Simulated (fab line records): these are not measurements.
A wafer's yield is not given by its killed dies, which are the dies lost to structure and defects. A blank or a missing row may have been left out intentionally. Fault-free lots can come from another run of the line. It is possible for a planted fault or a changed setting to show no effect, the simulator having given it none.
fab line records | flow sky130
record lots=7 | wafers=20 | last_day=49
route steps=708 shown VIA1@467 PAD_OPEN@708
lots that met no fault: from a run of the same line without faults
start_h: start of the lot's first displayed wafer, in hours after the record's first day | wait_h: time in hours since the lot's previous step | " same as the row above | L1.1+2: one row covering several wafers at once | - value missing, or start not given | * or withheld: withheld | < > ~ a bound
route shown NAME@n: a module of which the file shows steps, and the number in the route of the first | usual: mean and standard deviation over wafers with no fault | same: alike in all rows | chamber/n: place in a boat | sites: per-site readings | _std_site: the values' standard deviation | _edge_site: inner sites' mean taken away from outer sites' mean | radius_mm: how far each site lies from the wafer's centre | mask NAME#n: copy n | behind: the most recent tool/chamber to have shaped the wafer | hold: cause of the lot's hold/its duration in hours/its outcome | device: transistor that didn't switch, given as n, p or np | end of line: tests of these same wafers at the route's end | step lacking rows: just its recipe | killed: dies lost to structure and defects at the first sort, not the wafer's yield | map: a wafer's dies, x killed, . not, _ none there
set.NAME: the setting that was run; set.NAME@STEP: the one run at that earlier step | model.NAME: the simulator's own value behind a step, which no gauge read
a table for each step, a row for each wafer; lots at some steps of the route
services: a tool's chamber out of use, with start hour (start_h, from the record's first day; less than 0 if before it), hours out, and reason
## steps
# step SKY_VIA1_EXPOSE_09
# recipe mask_id=VIM | na=0.8 | source_shape=annular | sigma_inner=0.55 | sigma_outer=0.85 | target_cd_nm=150 | dose_mj=38
# step SKY_VIA1_PEB_10
# recipe peb_temp_c=withheld | peb_time_s=withheld | resist=KrF-thick
# step SKY_VIA1_DEVELOP_11
# recipe develop_time_s=60 | resist=KrF-thick | dev_temp_c=21
# step SKY_VIA1_CD_MEAS_12
# recipe target_cd_nm=150
# usual cd_nm=150.6/1.5
lot.wafer | tool      | chamber | start_h | wait_h | cd_nm
L915.2    | cd_sem-01 | -       | 849.73  | -      | 151.1
L915.3    | "         | -       | "       | "      | 151.7
L915.5    | "         | -       | "       | "      | 149.5
L916.2    | cd_sem-01 | -       | 857.51  | -      | 147.6
L916.3    | "         | -       | "       | "      | 148.3
L916.5    | "         | -       | "       | "      | 148.8
L917.3    | cd_sem-02 | -       | 866.87  | -      | 149.7
L917.4    | "         | -       | "       | "      | 149.1
L917.6    | "         | -       | "       | "      | 150.8
L918.1    | cd_sem-02 | -       | 880.56  | -      | 150.1
L918.3    | "         | -       | "       | "      | 151.2
L918.5    | "         | -       | "       | "      | 150.8
L920.1    | cd_sem-01 | -       | 886.59  | -      | 151.1
L920.3    | "         | -       | "       | "      | 150.0
L920.6    | "         | -       | "       | "      | 151.6
L926.2    | cd_sem-01 | -       | 921.68  | -      | 150.8
L926.4    | "         | -       | "       | "      | 152.3
L929.2    | cd_sem-01 | -       | 935.01  | -      | 154.0
L929.3    | "         | -       | "       | "      | 151.4
L929.6    | "         | -       | "       | "      | 152.5
# step SKY_VIA1_OVL_MEAS_13
# usual VIA1_OVL=0/6.5
lot.wafer | tool       | chamber | start_h | wait_h | VIA1_OVL[nm]
L915.2    | overlay-02 | -       | 849.84  | 0.1    | -8
L915.3    | "          | -       | "       | "      | 4
L915.5    | "          | -       | "       | "      | -8
L916.2    | overlay-01 | -       | 857.61  | 0.1    | -5
L916.3    | "          | -       | "       | "      | -5
L916.5    | "          | -       | "       | "      | -8
L917.3    | overlay-02 | -       | 866.96  | 0.1    | 2
L917.4    | "          | -       | "       | "      | 5
L917.6    | "          | -       | "       | "      | 11
L918.1    | overlay-02 | -       | 880.68  | 0.1    | 8
L918.3    | "          | -       | "       | "      | 6
L918.5    | "          | -       | "       | "      | 12
L920.1    | overlay-02 | -       | 886.71  | 0.1    | 1
L920.3    | "          | -       | "       | "      | -9
L920.6    | "          | -       | "       | "      | -4
L926.2    | overlay-02 | -       | 921.79  | 0.1    | -7
L926.4    | "          | -       | "       | "      | -3
L929.2    | overlay-01 | -       | 935.12  | 0.1    | 1
L929.3    | "          | -       | "       | "      | 0
L929.6    | "          | -       | "       | "      | 0
# step SKY_VIA1_ETCH_14
# recipe chemistry=N2/H2 | target=BARC | ion_energy_ev=200 | source_w=500 | bias_w=100 | pressure_mtorr=30 | n2_flow_sccm=100 | h2_flow_sccm=200 | stop_on=SiO2 | time_s=45.9 | target_depth_a=600
# usual drypump_motor_current_A=5.8/0.47 | oes_product_au=0.854/0.0046 | throttle_valve_pct=13.225/0.0086
lot.wafer | tool        | chamber | start_h | wait_h | drypump_motor_current_A | oes_product_au | rf_hours_counter_h | throttle_valve_pct
L915.2    | rie_diel-03 | 3       | 849.87  | 0.0    | 5.9                     | 0.855          | 2                  | 13.223
L915.3    | "           | 1       | "       | "      | 5.6                     | 0.856          | 7                  | 13.233
L915.5    | "           | 3       | "       | "      | 5.9                     | 0.855          | -                  | 13.214
L916.2    | rie_diel-04 | 1       | 857.64  | 0.0    | 6.1                     | 0.847          | 11                 | 13.231
L916.3    | "           | 0       | "       | "      | 6.2                     | 0.850          | 0                  | 13.229
L916.5    | "           | 2       | "       | "      | 5.6                     | 0.845          | -                  | 13.228
L917.3    | rie_diel-03 | 1       | 866.99  | 0.0    | 5.6                     | 0.850          | 7                  | 13.229
L917.4    | "           | 2       | "       | "      | 6.3                     | 0.846          | 9                  | 13.223
L917.6    | "           | 0       | "       | "      | 5.6                     | 0.851          | -                  | 13.203
L918.1    | rie_diel-02 | 0       | 880.72  | 0.0    | 5.7                     | 0.853          | 19                 | 13.235
L918.3    | "           | 2       | "       | "      | 5.5                     | 0.852          | 10                 | 13.232
L918.5    | "           | 1       | "       | "      | 5.6                     | 0.856          | -                  | 13.209
L920.1    | rie_diel-02 | 1       | 886.75  | 0.0    | 5.6                     | 0.856          | 13                 | 13.215
L920.3    | "           | 2       | "       | "      | 5.5                     | 0.850          | 11                 | 13.209
L920.6    | "           | 2       | "       | "      | 5.5                     | 0.854          | -                  | 13.219
L926.2    | rie_diel-02 | 2       | 921.82  | 0.0    | 5.5                     | 0.853          | 12                 | 13.229
L926.4    | "           | 3       | "       | "      | 6.6                     | 0.856          | 6                  | 13.224
L929.2    | rie_diel-02 | 1       | 935.15  | 0.0    | 5.6                     | 0.855          | 15                 | 13.224
L929.3    | "           | 2       | "       | "      | 5.5                     | 0.851          | 12                 | 13.213
L929.6    | "           | 3       | "       | "      | 6.6                     | 0.856          | -                  | 13.220
# step SKY_VIA1_ETCH_15
# recipe target=SiO2 | chemistry=C4F8/O2/Ar | target_depth_nm=351 | stop_on=TiN | mask_material=KrF-thick | source_w=1500 | bias_w=1200 | pressure_mtorr=40 | c4f8_flow_sccm=withheld | O2_flow_sccm=6 | Ar_flow_sccm=300 | time_s=54
# usual oes_product_au=0.978/0.0082
lot.wafer | tool        | chamber | start_h | wait_h | oes_product_au | rf_hours_counter_h
L915.2    | rie_diel-03 | 3       | 849.91  | 0.0    | 0.963          | 2
L915.3    | "           | 1       | "       | "      | 0.987          | 7
L915.5    | "           | 3       | "       | "      | 0.953          | -
L916.2    | rie_diel-04 | 1       | 857.69  | 0.0    | 0.972          | 11
L916.3    | "           | 0       | "       | "      | 0.978          | 0
L916.5    | "           | 2       | "       | "      | 0.981          | -
L917.3    | rie_diel-03 | 1       | 867.03  | 0.0    | 0.994          | 7
L917.4    | "           | 2       | "       | "      | 0.982          | 9
L917.6    | "           | 0       | "       | "      | 0.967          | -
L918.1    | rie_diel-02 | 0       | 880.76  | 0.0    | 0.983          | 19
L918.3    | "           | 2       | "       | "      | 0.988          | 10
L918.5    | "           | 1       | "       | "      | 0.983          | -
L920.1    | rie_diel-02 | 1       | 886.79  | 0.0    | 0.978          | 13
L920.3    | "           | 2       | "       | "      | 0.990          | 11
L920.6    | "           | 2       | "       | "      | 0.983          | -
L926.2    | rie_diel-02 | 2       | 921.86  | 0.0    | 0.979          | 12
L926.4    | "           | 3       | "       | "      | 0.990          | 6
L929.2    | rie_diel-02 | 1       | 935.19  | 0.0    | 0.978          | 15
L929.3    | "           | 2       | "       | "      | 0.990          | 12
L929.6    | "           | 3       | "       | "      | 0.986          | -
# step SKY_VIA1_STRIP_16
# recipe chemistry=O2/N2 | power_w=1400 | pressure_mtorr=1500 | platen_temp_c=withheld | o2_flow_sccm=3000 | n2_flow_sccm=300 | overash_fraction=0.5
# usual drypump_motor_current_A=6.04/0.28 | oes_product_au=0.416/0.0051 | strip_time_to_endpoint_s=4.47/0.031
lot.wafer | tool            | chamber | start_h | wait_h | drypump_motor_current_A | oes_product_au | rf_hours_counter_h | strip_time_to_endpoint_s
L915.2    | plasma_asher-02 | 1       | 849.96  | 0.0    | 6.27                    | 0.419          | 39                 | 4.53
L915.3    | "               | 1       | "       | "      | 6.26                    | 0.412          | -                  | 4.43
L915.5    | "               | 0       | "       | "      | 5.74                    | 0.415          | -                  | 4.53
L916.2    | plasma_asher-02 | 0       | 857.73  | 0.0    | 5.76                    | 0.418          | 40                 | 4.47
L916.3    | "               | 0       | "       | "      | 5.74                    | 0.424          | -                  | 4.45
L916.5    | "               | 1       | "       | "      | 6.27                    | 0.419          | -                  | 4.48
L917.3    | plasma_asher-02 | 0       | 867.11  | 0.1    | 5.75                    | 0.414          | -                  | 4.42
L917.4    | "               | 1       | "       | "      | 6.28                    | 0.413          | -                  | 4.44
L917.6    | "               | 0       | "       | "      | 5.76                    | 0.412          | -                  | 4.49
L918.1    | plasma_asher-04 | 1       | 880.81  | 0.0    | 6.45                    | 0.414          | 74                 | 4.43
L918.3    | "               | 0       | "       | "      | 5.94                    | 0.412          | -                  | 4.44
L918.5    | "               | 1       | "       | "      | 6.44                    | 0.409          | -                  | 4.48
L920.1    | plasma_asher-04 | 1       | 886.83  | 0.0    | 6.44                    | 0.412          | 75                 | 4.49
L920.3    | "               | 0       | "       | "      | 5.93                    | 0.411          | -                  | 4.46
L920.6    | "               | 1       | "       | "      | 6.44                    | 0.425          | -                  | 4.46
L926.2    | plasma_asher-02 | 1       | 921.91  | 0.0    | 6.25                    | 0.410          | 47                 | 4.44
L926.4    | "               | 1       | "       | "      | 6.27                    | 0.415          | -                  | 4.42
L929.2    | plasma_asher-02 | 1       | 935.23  | 0.0    | 6.26                    | 0.416          | 49                 | 4.44
L929.3    | "               | 0       | "       | "      | 5.71                    | 0.402          | -                  | 4.46
L929.6    | "               | 1       | "       | "      | 6.25                    | 0.407          | -                  | 4.43
# step SKY_VIA1_STRIP_17
# recipe chemistry=post_etch_residue_remover | time_s=1200 | temp_c=72.5
# step SKY_VIA1_CLEAN_18
# recipe chemistry=IPA | time_s=180 | temp_c=25
# step SKY_VIA1_CLEAN_19
# recipe chemistry=O3/DIW | dry=n2_spin
# step SKY_VIA1_SPUTTER_20
# recipe material=TiN | target_thk_nm=20 | chamber_pressure_pa=5 | power_w=4000 | time_s=80
# usual throttle_valve_pct=30.1/1.2
lot.wafer | tool           | chamber | start_h | wait_h | throttle_valve_pct
L915.2    | pvd_sputter-04 | -       | 850.55  | 0.0    | 30.5
L915.3    | "              | -       | "       | "      | 28.1
L915.5    | "              | -       | "       | "      | 29.6
L916.2    | pvd_sputter-04 | -       | 858.33  | 0.0    | 29.8
L916.3    | "              | -       | "       | "      | 30.5
L916.5    | "              | -       | "       | "      | 29.0
L917.3    | pvd_sputter-04 | -       | 867.67  | 0.0    | 28.9
L917.4    | "              | -       | "       | "      | 29.9
L917.6    | "              | -       | "       | "      | 28.6
L918.1    | pvd_sputter-04 | -       | 881.40  | 0.0    | 29.8
L918.3    | "              | -       | "       | "      | 29.2
L918.5    | "              | -       | "       | "      | 29.8
L920.1    | pvd_sputter-01 | -       | 887.43  | 0.0    | 30.2
L920.3    | "              | -       | "       | "      | 30.0
L920.6    | "              | -       | "       | "      | 31.6
L926.2    | pvd_sputter-03 | -       | 922.53  | 0.0    | 31.2
L926.4    | "              | -       | "       | "      | 29.2
L929.2    | pvd_sputter-04 | -       | 935.83  | 0.0    | 28.9
L929.3    | "              | -       | "       | "      | 30.3
L929.6    | "              | -       | "       | "      | 30.4
# step SKY_VIA1_CVD_21
# recipe material=W | target_thk_nm=270 | time_s=80.902 | temp_c=400 | pressure_torr=40
# usual chamber_pressure_Torr=40.01/0.084 | heater_power_w=808/85
lot.wafer | tool     | chamber | start_h | wait_h | chamber_pressure_Torr | heater_power_w | model.W_of_VIA1_CVD_21.thk_nm
L915.2    | cvd_w-01 | 1       | 850.61  | 0.0    | 40.02                 | 901            | 275
L915.3    | "        | 1       | "       | "      | 40.08                 | 886            | 274.3
L915.5    | "        | 1       | "       | "      | 39.96                 | 871            | 270.7
L916.2    | cvd_w-01 | 0       | 858.39  | 0.0    | 40.12                 | 706            | 271.9
L916.3    | "        | 0       | "       | "      | 40.12                 | 705            | 271.3
L916.5    | "        | 0       | "       | "      | 40.07                 | 715            | 274.6
L917.3    | cvd_w-01 | 0       | 867.76  | 0.1    | 42.28                 | 689            | 281.9
L917.4    | "        | 1       | "       | "      | 42.11                 | 878            | 280.5
L917.6    | "        | 0       | "       | "      | 42.13                 | 699            | 281.2
L918.1    | cvd_w-01 | 1       | 881.46  | 0.0    | 42.39                 | 917            | 281.8
L918.3    | "        | 0       | "       | "      | 42.25                 | 720            | 283.8
L918.5    | "        | 1       | "       | "      | 42.37                 | 897            | 283.4
L920.1    | cvd_w-01 | 1       | 887.49  | 0.0    | 42.31                 | 882            | 285.2
L920.3    | "        | 1       | "       | "      | 42.26                 | 881            | 281.7
L920.6    | "        | 1       | "       | "      | 42.18                 | 885            | 284.1
L926.2    | cvd_w-02 | 1       | 922.59  | 0.0    | 40.13                 | 804            | 267.7
L926.4    | "        | 1       | "       | "      | 40.09                 | 809            | 266
L929.2    | cvd_w-02 | 1       | 935.89  | 0.0    | 39.99                 | 791            | 268.5
L929.3    | "        | 0       | "       | "      | 40.12                 | 910            | 268.2
L929.6    | "        | 1       | "       | "      | 40.08                 | 802            | 268.4
# step SKY_VIA1_RS_MEAS_22
# recipe thk_meas_gauge=four-point-probe | reads=W_of_VIA1_CVD_21+TiN_of_VIA1_SPUTTER_20
# usual VIA1_W_RS=0.424/0.0066
lot.wafer | tool          | chamber | start_h | wait_h | VIA1_W_RS[ohm/sq]
L915.2    | film_metro-03 | -       | 850.72  | 0.1    | 0.419
L915.3    | "             | -       | "       | "      | 0.419
L915.5    | "             | -       | "       | "      | 0.425
L916.2    | film_metro-04 | -       | 858.50  | 0.1    | 0.424
L916.3    | "             | -       | "       | "      | 0.425
L916.5    | "             | -       | "       | "      | 0.420
L917.3    | film_metro-03 | -       | 867.87  | 0.1    | 0.407
L917.4    | "             | -       | "       | "      | 0.409
L917.6    | "             | -       | "       | "      | 0.409
L918.1    | film_metro-01 | -       | 881.55  | 0.1    | 0.409
L918.3    | "             | -       | "       | "      | 0.405
L918.5    | "             | -       | "       | "      | 0.406
L920.1    | film_metro-03 | -       | 887.58  | 0.1    | 0.403
L920.3    | "             | -       | "       | "      | 0.407
L920.6    | "             | -       | "       | "      | 0.405
L926.2    | film_metro-03 | -       | 922.73  | 0.1    | 0.430
L926.4    | "             | -       | "       | "      | 0.433
L929.2    | film_metro-03 | -       | 936.00  | 0.1    | 0.428
L929.3    | "             | -       | "       | "      | 0.429
L929.6    | "             | -       | "       | "      | 0.429
# step SKY_PAD_OPEN_PROBE_99
# usual defect_limited_yield=82.6/1.8 | killed_at_M0_to_M3=43/6.3 | killed_at_M4_up=3.0/1.6 | killed_at_contacts=25/5 | killed_at_front_end=15/4.4 | killed_at_other=0.3/0.8 | killed_dies=85/8.7 | killed_open=47/6.9 | killed_short=38/6.3 | sort_bin_3_pad_short=0.9/0.39 | sort_bin_5_function=10.3/1.3 | sort_bin_6_memory=6.2/1.1 | sort_n_pass=407/8.8 | sort_yield_pct=82.6/1.8
# same gross_dies=492 | killed_at_back_side=0 | sort_bin_4_leakage[%]=0 | sort_bin_8_speed[%]=0
lot.wafer | tool      | chamber | start_h | wait_h | defect_limited_yield[%] | killed_at_M0_to_M3 | killed_at_M4_up | killed_at_contacts | killed_at_front_end | killed_at_other | killed_dies | killed_open | killed_short | sort_bin_3_pad_short[%] | sort_bin_5_function[%] | sort_bin_6_memory[%] | sort_n_pass | sort_yield_pct[%]
L915.2    | prober-02 | -       | 1121.66 | 0.1    | 79.1                    | 58                 | 3               | 25                 | 17                  | 0               | 103         | 51          | 52           | 1.4                     | 12.4                   | 7.1                  | 389         | 79.1
L915.3    | prober-02 | -       | 1121.71 | 0.2    | 81.5                    | 49                 | 2               | 32                 | 8                   | 0               | 91          | 57          | 34           | 0.6                     | 12.0                   | 5.9                  | 401         | 81.5
L915.5    | prober-02 | -       | 1121.81 | 0.2    | 81.3                    | 52                 | 3               | 19                 | 14                  | 4               | 92          | 44          | 44           | 1.4                     | 10.8                   | 6.5                  | 400         | 81.3
L916.2    | prober-01 | -       | 1129.29 | 0.1    | 81.9                    | 39                 | 5               | 24                 | 21                  | 0               | 89          | 46          | 43           | 0.2                     | 10.8                   | 7.1                  | 403         | 81.9
L916.3    | prober-01 | -       | 1129.34 | 0.2    | 82.5                    | 43                 | 1               | 18                 | 24                  | 0               | 86          | 49          | 37           | 0.6                     | 10.6                   | 6.3                  | 406         | 82.5
L916.5    | prober-01 | -       | 1129.44 | 0.2    | 84.1                    | 40                 | 3               | 22                 | 13                  | 0               | 78          | 41          | 37           | 1.2                     | 10.2                   | 4.5                  | 414         | 84.1
L926.2    | prober-01 | -       | 1175.83 | 0.1    | 80.9                    | 57                 | 4               | 23                 | 10                  | 0               | 94          | 58          | 36           | 0.6                     | 12.8                   | 5.7                  | 398         | 80.9
L926.4    | prober-01 | -       | 1175.93 | 0.2    | 84.1                    | 43                 | 3               | 21                 | 11                  | 0               | 78          | 45          | 33           | 0.4                     | 10.4                   | 5.1                  | 414         | 84.1
# killed by level:class
L915.2 METAL2:geometric_particle:short=10 VIA3:geometric_particle:open=10 CONTACT:geometric_particle:open=9 VIA1:geometric_particle:open=9 VIA2:geometric_particle:open=7 METAL1:geometric_particle:short=6 VIA1:geometric_particle:short=5 FIELD_ISO:geometric_particle:short=4
L915.3 CONTACT:geometric_particle:open=12 VIA1:geometric_particle:open=12 LI_CONTACT:geometric_particle:open=11 VIA3:geometric_particle:open=8 METAL1:geometric_particle:short=6 VIA1:geometric_particle:short=6 CONTACT:geometric_particle:short=5 POLY_GATE:geometric_particle:open=4
L915.5 VIA1:geometric_particle:open=12 METAL2:geometric_particle:short=8 FIELD_ISO:geometric_particle:short=7 CONTACT:geometric_particle:open=7 METAL1:geometric_particle:short=7 LI_CONTACT:geometric_particle:open=6 VIA1:geometric_particle:short=5 VIA2:geometric_particle:open=5
L916.2 VIA1:geometric_particle:open=7 LI_CONTACT:geometric_particle:open=6 LOCAL_INTERCONNECT:geometric_particle:short=6 FIELD_ISO:geometric_particle:open=5 VIA1:geometric_particle:short=5 CONTACT:geometric_particle:open=5 METAL1:geometric_particle:short=5 VIA3:geometric_particle:open=5
L916.3 VIA1:geometric_particle:open=8 FIELD_ISO:geometric_particle:short=7 VIA3:geometric_particle:open=7 METAL2:geometric_particle:short=6 LI_CONTACT:geometric_particle:open=6 FIELD_ISO:geometric_particle:open=5 POLY_GATE:geometric_particle:open=5 CONTACT:geometric_particle:short=5
L916.5 VIA1:geometric_particle:open=10 METAL1:geometric_particle:short=8 LI_CONTACT:geometric_particle:short=7 CONTACT:geometric_particle:open=7 VIA3:geometric_particle:open=5 VIA2:geometric_particle:open=5 FIELD_ISO:geometric_particle:open=3 POLY_GATE:geometric_particle:open=3
L926.2 VIA1:geometric_particle:open=18 LI_CONTACT:geometric_particle:open=12 VIA1:geometric_particle:short=6 CONTACT:geometric_particle:open=6 METAL2:geometric_particle:short=6 VIA3:geometric_particle:open=6 METAL1:geometric_particle:short=5 VIA2:geometric_particle:short=5
L926.4 VIA1:geometric_particle:open=12 CONTACT:geometric_particle:open=10 VIA1:geometric_particle:short=5 METAL1:geometric_particle:short=5 VIA2:geometric_particle:open=5 METAL2:geometric_particle:short=4 VIA3:geometric_particle:short=4 VIA3:geometric_particle:open=4
## services
tool            | chamber | start_h | hours | kind
rie_diel-04     | 0       | 832.01  | -     | clean
rie_diel-04     | 0       | 832.01  | 24.2  | scheduled_down
rie_diel-04     | 0       | 832.01  | 24.2  | vent_cycle
pvd_sputter-04  | -       | 845.37  | 2.5   | repair
pvd_sputter-03  | -       | 849.39  | 10.7  | repair
rie_diel-03     | 2       | 856.12  | 7.4   | repair
pvd_sputter-04  | -       | 860.42  | 5.1   | repair
rie_diel-02     | -       | 876.56  | 2.8   | pm
rie_diel-02     | -       | 881.02  | 0.5   | repair
rie_diel-03     | 1       | 883.77  | 5.0   | repair
cvd_w-01        | 1       | 899.43  | 21.8  | repair
cvd_w-02        | -       | 904.00  | 14.0  | pm
cvd_w-02        | 0       | 904.00  | 14.0  | vent_cycle
cvd_w-02        | 1       | 904.00  | 14.0  | vent_cycle
plasma_asher-04 | -       | 910.00  | 14.6  | pm
cvd_w-02        | -       | 918.00  | 2.8   | pm
cvd_w-02        | 0       | 918.00  | -     | clean
cvd_w-02        | 1       | 918.00  | -     | clean
rie_diel-03     | 1       | 919.90  | 9.4   | repair
pvd_sputter-01  | -       | 920.85  | 1.1   | repair
rie_diel-03     | -       | 935.86  | 2.8   | pm
## key
first_sign step=SKY_VIA1_CVD_21 | reading=chamber_pressure_Torr | direction=up | sigmas=27 | usual=40.01 | struck=42.25
effect none on later readings
model_effect step=SKY_VIA1_CVD_21 | value=W_of_VIA1_CVD_21.thk_nm | without=275 | struck=282.6
met_at SKY_VIA1_CVD_21
struck_wafers L917.3,L917.4,L917.6,L918.1,L918.3,L918.5,L920.1,L920.3,L920.6
rows_end L917.3,L917.4,L917.6
onset_between 858.39 867.76
fault kind=process_parameter_drift | tool=cvd_w-01 | chamber=- | onset_h=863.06 | steps=SKY_VIA1_CVD_21 | channel=pressure_torr | offset=2.2746 | shape=step | acts_in=these_recipes_only | stated=40
# rows_end: these wafers met a further fault down the route, and their rows from its step on are left out
